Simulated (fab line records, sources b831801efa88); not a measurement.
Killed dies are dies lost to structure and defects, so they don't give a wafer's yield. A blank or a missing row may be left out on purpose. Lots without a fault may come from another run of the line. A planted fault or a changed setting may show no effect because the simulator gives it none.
fab line records | flow sky130
record lots=13 wafers=39 last_day=49
route steps=708 shown PWDE@49
lots that met no fault: from a run of the same line without faults
start_h: hours from the record's first day to the start of the lot's first wafer shown | wait_h: hours since the lot's step before | " the same as in the row above | L1.1+2: a row that stands for several wafers | - no value, or no start given | * or withheld: withheld | < > ~ a bound
route shown NAME@n: a module of which the file shows steps, and the number in the route of the first | usual: mean/standard deviation of fault-free wafers | same: alike in all rows | chamber/n: place in a boat | sites: the reading at each site | _std_site: their standard deviation | _edge_site: outer sites' mean less inner sites' | radius_mm: how far each site lies from the wafer's centre | mask NAME#n: copy n | behind: the tool/chamber that last shaped the wafer | hold: why the lot was held/for how many hours/how that ended | device: the transistor (n, p or np) that didn't switch | end of line: the same wafers' tests at the end of the route | a step without rows: its recipe alone | killed: dies lost to structure and defects at the first sort, not the wafer's yield | map: a wafer's dies, x killed, . not, _ none there
set.NAME: the setting as run; set.NAME@STEP: as run at that earlier step | model.NAME: the simulator's own value behind a step, which no gauge read
steps of the route over a sample of lots; a table a step, a row a wafer
## steps
# step SKY_PWDE_EXPOSE_04
# recipe mask_id=PWDEM na=0.6 source_shape=conventional sigma_outer=0.6 polarization=unpolarized target_cd_nm=840 dose_mj=214
# usual stage_vel_mm_s=500.02/0.25
# columns lot.wafer tool chamber start_h wait_h mask stage_vel_mm_s
L828.1 iline_stepper-02 0 82.75 - PWDEM#0 499.64
L828.4 " 0 " " PWDEM#0 499.74
L828.5 " 0 " " PWDEM#0 500.17
L830.2 iline_stepper-02 0 94.32 - PWDEM#0 500.06
L830.5 " 0 " " PWDEM#0 500.14
L830.6 " 0 " " PWDEM#0 500.12
L829.1 iline_stepper-02 0 94.70 - PWDEM#0 499.95
L829.4 " 0 " " PWDEM#0 499.90
L829.5 " 0 " " PWDEM#0 499.98
L831.1 iline_stepper-02 0 104.85 - PWDEM#0 500.03
L831.4 " 0 " " PWDEM#0 500.19
L831.5 " 0 " " PWDEM#0 499.95
L832.1 iline_stepper-01 0 105.37 - PWDEM#0 500.00
L832.4 " 0 " " PWDEM#0 500.13
L832.5 " 0 " " PWDEM#0 500.23
L833.1 iline_stepper-01 0 116.10 - PWDEM#0 500.20
L833.3 " 0 " " PWDEM#0 500.26
L833.5 " 0 " " PWDEM#0 500.54
L834.1 iline_stepper-02 0 116.34 - PWDEM#0 500.00
L834.3 " 0 " " PWDEM#0 499.81
L834.6 " 0 " " PWDEM#0 500.00
L835.2 iline_stepper-01 0 122.67 - PWDEM#0 500.12
L835.3 " 0 " " PWDEM#0 500.32
L835.4 " 0 " " PWDEM#0 500.13
L837.3 iline_stepper-02 0 128.46 - PWDEM#0 499.86
L837.5 " 0 " " PWDEM#0 500.17
L837.6 " 0 " " PWDEM#0 499.87
L840.1 iline_stepper-02 0 131.75 - PWDEM#0 499.98
L840.2 " 0 " " PWDEM#0 499.86
L840.3 " 0 " " PWDEM#0 499.72
L843.2 iline_stepper-01 0 150.40 - NWM#0 500.15
L843.4 " 0 " " NWM#0 500.33
L843.5 " 0 " " NWM#0 500.12
L845.1 iline_stepper-01 0 163.22 - PWDEM#0 500.15
L845.4 " 0 " " PWDEM#0 499.85
L845.5 " 0 " " PWDEM#0 499.67
L846.1 iline_stepper-01 0 166.55 - PWDEM#0 500.24
L846.4 " 0 " " PWDEM#0 500.01
L846.5 " 0 " " PWDEM#0 500.21
# step SKY_PWDE_OVL_MEAS_07
# usual PWDE_OVL=-0.7/1.5
# columns lot.wafer tool chamber start_h wait_h PWDE_OVL[nm]
L828.1 overlay-01 - 90.05 - -1.2
L828.4 " - " " -1.4
L828.5 " - " " -1.9
L830.2 overlay-02 - 102.21 - 0.0
L830.5 " - " " 0.8
L830.6 " - " " -0.6
L829.1 overlay-01 - 102.85 - -1.9
L829.4 " - " " -3.3
L829.5 " - " " -0.6
L831.1 overlay-01 - 113.65 - -1.1
L831.4 " - " " -0.9
L831.5 " - " " -0.7
L832.1 overlay-02 - 114.00 - -2.5
L832.4 " - " " 2.0
L832.5 " - " " -1.5
L833.1 overlay-01 - 125.15 - -1.7
L833.3 " - " " -1.6
L833.5 " - " " -1.6
L834.1 overlay-01 - 125.40 - -1.1
L834.3 " - " " -2.1
L834.6 " - " " 0.3
L835.2 overlay-01 - 132.41 - -0.7
L835.3 " - " " -0.7
L835.4 " - " " -2.3
L837.3 overlay-01 - 137.66 - 0.9
L837.5 " - " " 1.0
L837.6 " - " " 2.6
L840.1 overlay-02 - 141.45 - 0.2
L840.2 " - " " 0.0
L840.3 " - " " 0.5
L843.2 overlay-01 - 159.86 - -
L843.4 " - " " -
L843.5 " - " " -
L845.1 overlay-01 - 173.60 - -2.0
L845.4 " - " " -2.5
L845.5 " - " " -2.0
L846.1 overlay-02 - 176.85 - -0.6
L846.4 " - " " 0.4
L846.5 " - " " 0.0
# step SKY_PWDE_TW_MEAS_10
# usual PWDE_TW=375/4.1
# columns lot.wafer tool chamber start_h wait_h PWDE_TW
L828.1 film_metro-04 - 90.33 0.1 382
L828.4 " - " " 380
L828.5 " - " " 381
L830.2 film_metro-02 - 102.50 0.1 374
L830.5 " - " " 374
L830.6 " - " " 374
L829.1 film_metro-04 - 103.14 0.1 379
L829.4 " - " " 379
L829.5 " - " " 381
L831.1 film_metro-03 - 113.94 0.1 371
L831.4 " - " " 370
L831.5 " - " " 370
L832.1 film_metro-02 - 114.29 0.1 371
L832.4 " - " " 373
L832.5 " - " " 373
L833.1 film_metro-03 - 125.44 0.1 374
L833.3 " - " " 372
L833.5 " - " " 372
L834.1 film_metro-02 - 125.68 0.1 371
L834.3 " - " " 371
L834.6 " - " " 373
L835.2 film_metro-02 - 132.70 0.1 370
L835.3 " - " " 371
L835.4 " - " " 371
L837.3 film_metro-02 - 137.95 0.1 372
L837.5 " - " " 371
L837.6 " - " " 372
L840.1 film_metro-02 - 141.73 0.1 372
L840.2 " - " " 373
L840.3 " - " " 372
L843.2 film_metro-04 - 160.15 0.1 31
L843.4 " - " " 31
L843.5 " - " " 31
L845.1 film_metro-02 - 173.89 0.1 373
L845.4 " - " " 374
L845.5 " - " " 373
L846.1 film_metro-04 - 177.14 0.1 380
L846.4 " - " " 380
L846.5 " - " " 381
## key
first_sign step=SKY_PWDE_EXPOSE_04 reading=mask direction=changed
effect step=SKY_PWDE_OVL_MEAS_07 reading=PWDE_OVL direction=missing
effect step=SKY_PWDE_TW_MEAS_10 reading=PWDE_TW direction=down sigmas=83 usual=375 struck=31
met_at SKY_PWDE_EXPOSE_04
struck_lots L843
sort_left_out L843.2,L843.4,L843.5
tester_left_out L843
onset_between 122.67 150.40
fault kind=wrong_mask tool=any chamber=- onset_h=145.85 steps=SKY_PWDE_EXPOSE_04 aux_copy=NWM#0 scope=struck_lots_only
# tester_left_out: of these lots the tester's yield and bins aren't shown, on N5 and GAA mostly nor the transistor test; their killed dies are dies lost to structure and defects alone, not to doping, threshold or leakage, so they don't give the yield
# sort_left_out: the simulated sort isn't trusted on such a fault, so these wafers' sort isn't shown, and their yield isn't known
